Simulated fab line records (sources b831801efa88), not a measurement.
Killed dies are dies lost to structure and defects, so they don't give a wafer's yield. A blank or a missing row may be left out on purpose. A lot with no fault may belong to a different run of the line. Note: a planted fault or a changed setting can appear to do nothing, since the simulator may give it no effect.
A single fault, viewed from 2 desks | flow sky130 | every desk sees just its own numbers, and what lay behind them comes last

== FOR THE TOOL OWNER'S DESK: pvd sputter-03 ==
The tool's own readings at SKY_METAL1_SPUTTER_02 (material AlCu, target thk 250 nm, time 13.3 s): means of the sampled wafers that have a number, for each lot that ran on this tool. A lot is out of limits, marked OUT, if its mean lies more than 4 standard deviations from the usual mean; the brackets give that distance.
Columns: A = cathode dc power W at SKY_METAL1_SPUTTER_02, usual 10600 W; B = throttle valve pct at SKY_METAL1_SPUTTER_02, usual 31.0 %
lot  | first seen here | A               | B
L652 | day 31 13:14    | 10600           | 29.2
L655 | day 32 13:14    | 10599           | 30.7
L656 | day 33 08:34    | 10599           | 29.9
L657 | day 33 10:11    | 10598           | 31.0
L664 | day 35 16:52    | 10754 (+85) OUT | 29.0
L672 | day 38 06:32    | 10599           | 30.9
L675 | day 38 22:41    | 10600           | 30.5
This desk finds L664 out of limits, L664 being first, at day 35 16:52 (cathode dc power W at SKY_METAL1_SPUTTER_02). Within limits: L652, L655, L656, L657, L672, L675.

== AT THE METROLOGY DESK ==
What the gauges read, lot by lot, whatever tool the lot ran on: means of the sampled wafers that have a number. A lot is out of limits, marked OUT, if its mean lies more than 4 standard deviations from the usual mean; the brackets give that distance.
Columns: A = cd nm at SKY_SD_N_CD_MEAS_07, usual 379.8 nm; B = METAL1_ALCU_RS at SKY_METAL1_RS_MEAS_05, usual 0.1270 ohm/sq; C = METAL1_ALCU_THK at SKY_METAL1_THK_MEAS_06, usual 249.2 nm
lot  | first seen here | A     | B      | C
L652 | day 27 18:21    | 380.4 | 0.1267 | 249.6
L655 | day 28 19:16    | 379.2 | 0.1269 | 250.3
L656 | day 29 14:39    | 381.3 | 0.1273 | 249.7
L657 | day 29 17:37    | 382.7 | 0.1267 | 247.9
L664 | day 32 02:19    | 380.5 | 0.1257 | 252.6
L668 | day 33 10:45    | 377.4 | 0.1261 | 251.1
L669 | day 34 07:56    | 382.4 | 0.1252 | 252.7
L672 | day 34 17:06    | 376.1 | 0.1263 | 251.0
L674 | day 35 04:53    | 379.3 | 0.1275 | 248.5
L675 | day 35 09:40    | 378.8 | 0.1278 | 248.3
Result from this desk: across the 10 lots, nothing is out of limits.

== PUT TOGETHER ==
The tool owner's desk could have raised an alarm at day 35 16:52, on L664.
Nothing out of limits was seen by the metrology desk.
The metrology desk holds a record of L664, inside its limits.
Of the lots named, all ran SKY_METAL1_SPUTTER_02 on pvd sputter-03.

== WHAT THE SIMULATOR HAD PUT IN ==
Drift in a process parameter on pvd sputter-03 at SKY_METAL1_SPUTTER_02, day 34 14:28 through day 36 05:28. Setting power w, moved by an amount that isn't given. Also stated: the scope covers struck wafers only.
Shown lots that were struck: L664.
Hours from the fault's start to each desk's first reading out of limits: the tool owner's desk, 26.
